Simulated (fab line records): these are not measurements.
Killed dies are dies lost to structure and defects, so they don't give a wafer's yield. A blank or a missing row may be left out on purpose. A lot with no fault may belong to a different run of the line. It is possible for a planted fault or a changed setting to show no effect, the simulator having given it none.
What tool caused it? -- flow gf180mcu -- 14 lots, 41 wafers sampled, at 4 steps of a route of 602

## WHAT THE GAUGES READ, wafer by wafer
GF_SAB_CD_MEAS_09 targets a cd of 420 nm.
lot,measured,on,cdNm (nm)
L411,day 15 13:04,cdSem-02,420.8 421.8 423.1
L412,day 15 15:36,cdSem-01,418.7 419.1 419.6
L413,day 16 07:57,cdSem-01,422.2 420.1 420.8
L416,day 17 11:21,cdSem-02,420.4 420.8 421.4
L420,day 18 13:57,cdSem-01,420.0 419.1 420.4
L422,day 18 23:17,cdSem-02,425.5 425.9 424.2
L423,day 19 18:16,cdSem-01,420.5 417.7 419.7
L425,day 20 14:31,cdSem-02,419.4 420.6 420.7
L426,day 20 19:30,cdSem-01,421.8 420.6 422.7
L428,day 21 12:27,cdSem-01,421.0 419.7 420.1
L429,day 21 17:57,cdSem-01,424.4 422.9 423.4
L431,day 22 14:03,cdSem-01,416.3 417.7 418.4
L433,day 22 20:04,cdSem-02,417.4 415.2
L434,day 23 13:33,cdSem-01,420.2 416.9 420.4

GF_M2_THK_MEAS_06: measures by xrf.
lot,measured,on,M2_ALCU_THK (nm)
L411,day 18 15:34,filmMetro-03,453 453 449
L412,day 18 18:39,filmMetro-04,462 456 462
L413,day 19 13:16,filmMetro-04,456 448 457
L416,day 20 17:04,filmMetro-03,458 449 450
L420,day 21 20:16,filmMetro-02,464 460 455
L422,day 22 05:13,filmMetro-03,458 457 456
L423,day 23 00:55,filmMetro-02,458 462 463
L425,day 23 19:01,filmMetro-03,458 459 462
L426,day 24 01:12,filmMetro-03,453 450 459
L428,day 24 14:16,filmMetro-03,459 459 461
L429,day 24 20:20,filmMetro-04,456 462 458
L431,day 25 16:13,filmMetro-04,457 458 458
L433,day 25 19:46,filmMetro-02,459 460
L434,day 26 13:12,filmMetro-03,454 455 452

GF_M2_CD_MEAS_14 targets a cd of 280 nm.
lot,measured,on,cdNm (nm)
L411,day 19 15:37,cdSem-02,279.1 278.7 278.6
L412,day 19 19:12,cdSem-01,276.8 278.4 278.0
L413,day 20 13:06,cdSem-01,279.1 279.3 278.8
L416,day 21 16:42,cdSem-02,277.7 279.0 278.0
L420,day 22 19:00,cdSem-01,278.5 280.2 279.8
L422,day 23 03:44,cdSem-01,277.5 278.5 277.3
L423,day 23 23:13,cdSem-02,278.6 278.3 279.3
L425,day 24 16:49,cdSem-01,278.4 278.0 278.4
L426,day 24 23:09,cdSem-01,280.5 279.3 280.7
L428,day 25 11:24,cdSem-02,279.5 280.6 281.6
L429,day 25 17:12,cdSem-02,278.8 279.5 277.6
L431,day 26 12:48,cdSem-01,280.2 279.3 279.5
L433,day 26 16:40,cdSem-01,278.0 278.8
L434,day 27 10:03,cdSem-02,277.7 277.9 277.9

## WHICH TOOL RAN EACH LOT (tool, then ch and the chambers of the sampled wafers, then the start)
lot,GF_VT_IMPLANT_IMPLANT_41
L411,"implanter-01 ch 0, day 7 14:10"
L412,"implanter-02 ch 0, day 7 19:32"
L413,"implanter-01 ch 0, day 8 05:40"
L416,"implanter-02 ch 0, day 9 00:02"
L420,"implanter-02 ch 0, day 10 06:50"
L422,"implanter-02 ch 0, day 10 17:11"
L423,"implanter-01 ch 0, day 11 04:14"
L425,"implanter-01 ch 0, day 11 10:43"
L426,"implanter-02 ch 0, day 11 17:29"
L428,"implanter-03 ch 0, day 12 12:09"
L429,"implanter-02 ch 0, day 12 12:27"
L431,"implanter-01 ch 0, day 13 11:00"
L433,"implanter-01 ch 0, day 13 14:23"
L434,"implanter-03 ch 0, day 14 07:35"
- GF_VT_IMPLANT_IMPLANT_41

## WHAT THE TOOLS THEMSELVES READ (means of the sampled wafers that have a number; where no wafer has one, the mark that the record gives instead)
GF_VT_IMPLANT_IMPLANT_41.
lot,tool,beamOnS (s),faradayCurrentUA
L411,implanter-01,9.98,5.73
L412,implanter-02,10.10,5.67
L413,implanter-01,9.97,5.74
L416,implanter-02,9.84,5.79
L420,implanter-02,9.94,5.75
L422,implanter-02,9.81,5.83
L423,implanter-01,9.95,5.73
L425,implanter-01,9.94,5.75
L426,implanter-02,9.96,5.74
L428,implanter-03,10.00,5.70
L429,implanter-02,10.04,5.69
L431,implanter-01,10.88,5.25
L433,implanter-01,10.96,5.22
L434,implanter-03,10.17,5.61

## THE ANSWER, worked out from the rows above alone
Rule: the usual values come from the lots themselves. The widest of any qualifying gaps counts: lots, ordered by their means at a reading, are off when they make up no more than a third of the lots, leave a main group of 4 or more, and stand apart from it by 3 or more times the standard deviation of that group's means. A main group is skipped when, at the precision printed for the reading in the tables above, its means are all equal. A lot without any number at a reading at which 4 lots or more have one is off too. All remaining lots with rows at the step are treated as sound. First the gauges in route order, then the tools' own readings, where a lot's mean is used as printed above. The first step at which some lot is off is used, and at that step the reading that is off furthest; a lot without a number counts as furthest.
Off: L431, L433, at GF_VT_IMPLANT_IMPLANT_41 (beamOnS). The main group has a mean of 9.97 s with a standard deviation of 0.095.
A tool fits if, at that step or a process step before it, it ran every lot that is off, and no sound lot after the first of them. One fits: implanter-01 at GF_VT_IMPLANT_IMPLANT_41. Its last sound lot is L425 (day 11 10:43), its first lot that is off L431 (day 13 11:00): a fault that began between those two fits.
The tool's own readings at GF_VT_IMPLANT_IMPLANT_41 bear it out: on the lots that are off they differ by more than 5 times the standard deviation of the sound lots' means. beamOnS reads 10.92 s there against 9.97 s on the sound lots; faradayCurrentUA reads 5.23 there against 5.73 on the sound lots.

## WHAT THE SIMULATOR HAD PUT IN
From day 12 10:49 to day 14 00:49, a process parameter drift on implanter-01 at GF_VT_IMPLANT_IMPLANT_41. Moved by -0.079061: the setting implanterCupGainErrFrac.
Lots struck among those shown: L431, L433. The rule given above showed the same thing.
